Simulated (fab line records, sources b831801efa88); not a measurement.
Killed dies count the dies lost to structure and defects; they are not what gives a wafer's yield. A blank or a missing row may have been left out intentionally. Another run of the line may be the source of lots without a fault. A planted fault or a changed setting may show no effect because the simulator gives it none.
Comparing a struck lot with a sound one || flow gf180mcu || 17 steps out of a route of 602
Sound: the wafers L587.2, L587.3, L587.4. Struck: wafer L602.5 (left out: L602.3, L602.4 of the same lot, which were not struck); the cause appears at the end.
Each step with rows lists, per side, the tool, then ch with its chambers, then its first start. Under that, the readings that differ: sound wafers || struck wafers || difference of the means || sigmas: that difference in standard deviations of wafers without a fault.
alike: words and numbers the same on both sides, and readings whose means are apart by under 2 such deviations; not compared: readings that were withheld, readings missing a value for some wafer, numbers with overlapping values and no deviation given by the record, and bounds like >300 which may hide the same value.
The two part at a step that has a row with sigmas, a row that says differs or no value, or rows on one side only. Non-overlapping numbers with no deviation appear without sigmas and do not part them. A reading that every wafer of one side lacks parts them only if that side has two wafers or more.

first, 3 steps without rows for these wafers: GF_V4_EXPOSE_11 (exposes mask Via4, target cd 260 nm); GF_V4_PEB_12 (peb time 90 s); GF_V4_DEVELOP_13 (develop time 60 s).
GF_V4_CD_MEAS_14 targets a cd of 260 nm.
  sound on cd sem-02 at day 25 06:55; struck on cd sem-01 at day 30 06:20
  alike: cd nm
GF_V4_OVL_MEAS_15:
  sound on overlay-01 at day 25 07:01; struck on overlay-01 at day 30 06:25
  alike: V4_OVL
GF_V4_ETCH_16: etches BARC in N2/H2.
  sound on rie diel-02 ch 0,2,3, day 25 07:03; struck on rie diel-01 ch 1, day 30 06:27
  alike: drypump motor current A, oes product au, throttle valve pct
GF_V4_ETCH_17: etches SiO2 in C4F8/O2/Ar, stops on TiN, target depth 630 nm.
  sound: rie diel-02 ch 0,2,3; struck: rie diel-01 ch 1
  alike: oes product au
GF_V4_STRIP_18: strips in O2/N2.
  sound on plasma asher-02 ch 0,1, day 25 07:11; struck on plasma asher-04 ch 0, day 30 06:37
  alike: drypump motor current A, heater power w, oes product au
  not compared: rf hours counter h
then, 2 steps without rows for these wafers: GF_V4_STRIP_19 (strips in post etch residue remover, time 1200 s); GF_V4_CLEAN_20 (cleans in DIW).
GF_V4_SPUTTER_21: material Ti, target thk 15 nm, time 80.02 s.
  sound on pvd sputter-02 at day 25 08:07; struck on pvd sputter-02 at day 30 07:07
  alike: throttle valve pct
then, 1 step without rows for these wafers: GF_V4_SPUTTER_22 (material TiN, target thk 10 nm, time 40 s).
GF_V4_CVD_23: deposits W, target thk 350 nm, time 104.9 s.
  sound on cvd w-02 ch 0,1, day 25 08:13; struck on cvd w-01 ch 0, day 30 07:14
{"reading": "chamber pressure Torr (Torr)", "sound": "39.95 39.83 39.95", "struck": 40.14, "difference": "+0.23", "sigmas": "+3"}
{"reading": "model.W_of_V4_CVD_23.thk nm (nm)", "sound": "344.3 354.3 345.7", "struck": 597.3, "difference": "+249.2", "sigmas": ""}
  alike: heater power w
GF_V4_RS_MEAS_24: the measuring method here is four-point-probe.
  sound on film metro-01 at day 25 08:20; struck on film metro-03 at day 30 07:22
{"reading": "V4_W_RS (ohm/sq)", "sound": "0.333 0.323 0.331", "struck": 0.191, "difference": -0.138, "sigmas": -36}
GF_V4_THK_MEAS_25: measures by xrf.
  sound on film metro-01 at day 25 08:27; struck on film metro-03 at day 30 07:28
  not compared: V4_W_THK
GF_V4_CMP_26: polishes, stops on SiO2, t overpolish 15 s, target thk 0 nm.
  sound on cmp-01 ch 0,2,3, day 25 08:30; struck on cmp-02 ch 0, day 30 07:49
{"reading": "time to endpoint s (s)", "sound": "81.5 83.0 81.7", "struck": 148.2, "difference": "+66.1", "sigmas": "+22"}
  alike: motor current A, slurry filter dp kPa
GF_MIM_SPUTTER_00: material Ti, target thk 37.5 nm, time 150 s.
  sound on pvd sputter-03 at day 25 08:48; struck on pvd sputter-03 at day 30 08:01
  alike: throttle valve pct

== WHERE THEY PART ==
At GF_V4_CVD_23 first; at GF_V4_CMP_26 last (within this record only). Later steps at which nothing parts them and some readings are alike: GF_MIM_SPUTTER_00.

WHY: what had been put in by the simulator
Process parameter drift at GF_V4_CVD_23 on cvd w-01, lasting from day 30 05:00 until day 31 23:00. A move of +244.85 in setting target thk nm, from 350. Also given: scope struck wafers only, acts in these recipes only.
